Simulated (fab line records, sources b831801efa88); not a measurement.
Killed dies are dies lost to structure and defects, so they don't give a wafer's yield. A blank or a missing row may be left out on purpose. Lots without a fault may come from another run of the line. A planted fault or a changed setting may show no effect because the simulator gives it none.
Chamber matching | flow gf180mcu | GF_STI_CMP_25 on cmp-01: 4 sister chambers
The step polishes, stops on Si3N4, t overpolish 33 s, target thk 524.6 nm. 4 wafers are shown with their chamber, then 7 later ones without.

WAFERS WITH THEIR CHAMBER
wafer  | chamber | time_to_endpoint_s (s)
L964.1 | 2       | 134
L965.6 | 1       | 134
L968.4 | 3       | 123
L968.5 | 0       | 126

WAFERS WITHOUT THEIR CHAMBER
wafer  | time_to_endpoint_s (s)
L968.6 | 120
L969.3 | 123
L969.5 | 129
L969.6 | 128
L970.1 | 135
L970.4 | 118
L970.5 | 123

WHICH CHAMBER EACH WENT THROUGH
wafer  | from the rows above               | in truth
L968.6 | can't be placed: 3 or 0           | 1
L969.3 | can't be placed: 3 or 0           | 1
L969.5 | can't be placed: 0 or 1 or 2 or 3 | 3
L969.6 | can't be placed: 0 or 3 or 1 or 2 | 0
L970.1 | can't be placed: 1 or 2           | 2
L970.4 | can't be placed: 3 or 0           | 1
L970.5 | can't be placed: 3 or 0           | 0
Placed correctly: 0 of 7. Can't be placed from these rows: 7 (the true chamber is among the candidates in 4). Placed wrongly: 0.
How it was worked out, from the rows above alone: a wafer's distance from a chamber is the root of the sum, over the readings, of the square of ((its reading less the chamber's mean) divided by the reading's scatter). The wafer belongs to the nearest chamber; if the next one is less than 2 further off, it can't be placed. A chamber's mean is the mean of its shown wafers. The scatter: with one shown wafer a chamber, the root of the mean of the squares of how far each hidden wafer lies from its nearest shown one.
